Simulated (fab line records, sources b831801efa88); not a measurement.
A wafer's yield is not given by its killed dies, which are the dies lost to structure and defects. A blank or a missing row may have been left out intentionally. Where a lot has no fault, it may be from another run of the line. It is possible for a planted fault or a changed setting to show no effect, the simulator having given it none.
A lot that was struck, set against a sound lot ; flow sky130 ; 42 steps out of a route of 708
Sound: wafers L525.2, L525.5, L525.6. Struck: wafer L528.4 (L528.3, L528.6, from the same lot, were not struck and are left out); the cause is given at the end.
Per side, at each step with rows, come the tool, then ch with its chambers, and then its first start. Under that, the readings that differ: sound wafers ; struck wafers ; difference of the means ; sigmas: that difference in standard deviations of wafers without a fault.
alike: same words and numbers on both sides, and readings whose means sit less than 2 such deviations apart. not compared: any withheld reading, any reading some wafer has no value for, any bound like >300 that may hide the same value, and any number with overlapping values for which the record gives no deviation.
Wherever a step has rows on one side only, a row that says differs or no value, or a row with sigmas, the two part there. When numbers do not overlap yet have no deviation, they are printed without sigmas and do not part them. Lack of a reading on every wafer of one side parts them only where that side has two or more wafers.

SKY_NWELL_OVL_MEAS_10:
  sound on overlay-02 at day 5 15:00; struck on overlay-02 at day 6 04:42
  alike: NWELL_00_OVL
then, 3 steps without rows for these wafers: SKY_NWELL_IMPLANT_11; SKY_NWELL_IMPLANT_12; SKY_NWELL_IMPLANT_13.
SKY_NWELL_STRIP_14: strips in O2/N2.
  sound on plasma-asher-01 ch 0,1, day 5 15:29; struck on plasma-asher-04 ch 0, day 6 05:13
reading;sound;struck;difference;sigmas
strip-time-to-endpoint-s (s);36.69 36.73 36.73;36.94;+0.22;+2
  alike: drypump-motor-current-A, oes-product-au
  not compared: rf-hours-counter-h
SKY_NWELL_TW_MEAS_15:
  sound on film-metro-04 at day 5 15:35; struck on film-metro-03 at day 6 05:18
  alike: NWELL_TW
then, 6 steps without rows for these wafers: SKY_NWELL_DEHYDRATE_16 (time 60 s); SKY_NWELL_HMDS_17 (prime time 60 s); SKY_NWELL_COAT_18 (resist thk 3000 nm); SKY_NWELL_SOFTBAKE_19; SKY_NWELL_EXPOSE_20 (exposes mask NWM COMPLEMENT, target cd 840 nm); SKY_NWELL_PEB_21.
SKY_NWELL_DEVELOP_22: develop time 60 s.
  sound on litho-track-02 ch 0, day 6 08:00; struck on litho-track-01 ch 0, day 6 23:00
  alike: chill-plate-temp-C
SKY_NWELL_OVL_MEAS_23:
  sound on overlay-02 at day 6 08:30; struck on overlay-01 at day 6 23:58
  alike: NWELL_01_OVL
next, for these wafers, 1 step has no rows: SKY_NWELL_IMPLANT_24.
SKY_NWELL_STRIP_25: strips in O2/N2.
  sound on plasma-asher-01 ch 0,1, day 6 08:41; struck on plasma-asher-03 ch 0, day 7 00:10
  alike: drypump-motor-current-A, oes-product-au, strip-time-to-endpoint-s
  not compared: rf-hours-counter-h
SKY_NWELL_TW_MEAS_26:
  sound on film-metro-03 at day 6 08:47; struck on film-metro-04 at day 7 00:16
reading;sound;struck;difference;sigmas
NWELL_2_TW;490 491 491;500;+9;+3
then, 1 step without rows for these wafers: SKY_NWELL_CLEAN_27 (cleans in SC1/SC2, time 150 s).
SKY_NWELL_RTA_28: time 30 s.
  sound on rtp-anneal-01 ch 0, day 6 08:55; struck on rtp-anneal-01 ch 0, day 7 00:23
  alike: lamp-power-pct, ramp-down-c-per-s, wafer_temp_C_max
SKY_NWELL_RS_MEAS_29: uses a four-point probe to measure.
  sound on film-metro-04 at day 6 09:01; struck on film-metro-02 at day 7 00:29
  alike: NWELL_RS
SKY_NWELL_RS_MEAS_31: uses a four-point probe to measure.
  sound on film-metro-04 at day 6 09:15; struck on film-metro-02 at day 7 00:44
  alike: PWDE_RS
then, 7 steps without rows for these wafers: SKY_VT_ADJUST_HVTP_DEHYDRATE_00 (time 60 s); SKY_VT_ADJUST_HVTP_HMDS_01 (prime time 60 s); SKY_VT_ADJUST_HVTP_COAT_02 (resist thk 1140 nm); SKY_VT_ADJUST_HVTP_SOFTBAKE_03 (time 60 s); SKY_VT_ADJUST_HVTP_EXPOSE_04 (exposes mask HVTPM, target cd 380 nm); SKY_VT_ADJUST_HVTP_PEB_05; SKY_VT_ADJUST_HVTP_DEVELOP_06 (develop time 60 s).
SKY_VT_ADJUST_HVTP_CD_MEAS_07: the cd target is 380 nm.
  sound on cd-sem-02 at day 7 04:05; struck on cd-sem-01 at day 7 21:01
  alike: cd-nm
SKY_VT_ADJUST_HVTP_OVL_MEAS_08:
  sound on overlay-02 at day 7 04:12; struck on overlay-01 at day 7 21:06
  alike: VT_ADJUST_HVTP_OVL
next, for these wafers, 1 step has no rows: SKY_VT_ADJUST_HVTP_IMPLANT_09.
SKY_VT_ADJUST_HVTP_STRIP_10: strips in O2/N2.
  sound on plasma-asher-03 ch 0,1, day 7 04:23; struck on plasma-asher-03 ch 1, day 7 21:19
  alike: drypump-motor-current-A, oes-product-au, strip-time-to-endpoint-s
  not compared: rf-hours-counter-h
SKY_VT_ADJUST_HVTP_TW_MEAS_11:
  sound on film-metro-03 at day 7 04:29; struck on film-metro-03 at day 7 21:24
  alike: VT_ADJUST_HVTP_TW
then, 7 steps without rows for these wafers: SKY_VT_ADJUST_LVTN_DEHYDRATE_00 (time 60 s); SKY_VT_ADJUST_LVTN_HMDS_01 (prime time 60 s); SKY_VT_ADJUST_LVTN_COAT_02 (resist thk 3000 nm); SKY_VT_ADJUST_LVTN_SOFTBAKE_03; SKY_VT_ADJUST_LVTN_EXPOSE_04 (exposes mask NWM COMPLEMENT LESS NATIVE, target cd 840 nm); SKY_VT_ADJUST_LVTN_PEB_05; SKY_VT_ADJUST_LVTN_DEVELOP_06 (develop time 60 s).
SKY_VT_ADJUST_LVTN_OVL_MEAS_07:
  sound on overlay-02 at day 8 00:14; struck on overlay-01 at day 8 17:53
  alike: VT_ADJUST_LVTN_OVL
-- a jump in the record: the struck wafers' starts before and after are 39 days apart (it breaks off in module VT_ADJUST_LVTN and resumes in module PAD_OPEN, where the first step shown is number 708 of the route) --
SKY_PAD_OPEN_PROBE_99:
  sound on prober-02 at day 46 20:43; struck on prober-01 at day 47 16:19
reading;sound;struck;difference;sigmas
model.etest.res-iso-pwell.width-nm (nm);2665 2659 2661;2621;-41;
model.etest.res-nwell.width-nm (nm);826.9 830.9 829.4;861.2;+32.1;
  alike: killed_at_M0_to_M3, killed_at_M4_up, killed-at-contacts, killed-at-front-end, killed-at-other, killed-dies, killed-on-rim, killed-open, killed-short

## WHERE THEY PART
Earliest at SKY_NWELL_STRIP_14; latest, in this record, at SKY_NWELL_TW_MEAS_26. Later steps at which nothing parts them and some readings are alike: SKY_NWELL_RTA_28, SKY_NWELL_RS_MEAS_29, SKY_NWELL_RS_MEAS_31, SKY_VT_ADJUST_HVTP_CD_MEAS_07, SKY_VT_ADJUST_HVTP_OVL_MEAS_08, SKY_VT_ADJUST_HVTP_STRIP_10, SKY_VT_ADJUST_HVTP_TW_MEAS_11, SKY_VT_ADJUST_LVTN_OVL_MEAS_07, SKY_PAD_OPEN_PROBE_99.

WHY: what had been put in by the simulator
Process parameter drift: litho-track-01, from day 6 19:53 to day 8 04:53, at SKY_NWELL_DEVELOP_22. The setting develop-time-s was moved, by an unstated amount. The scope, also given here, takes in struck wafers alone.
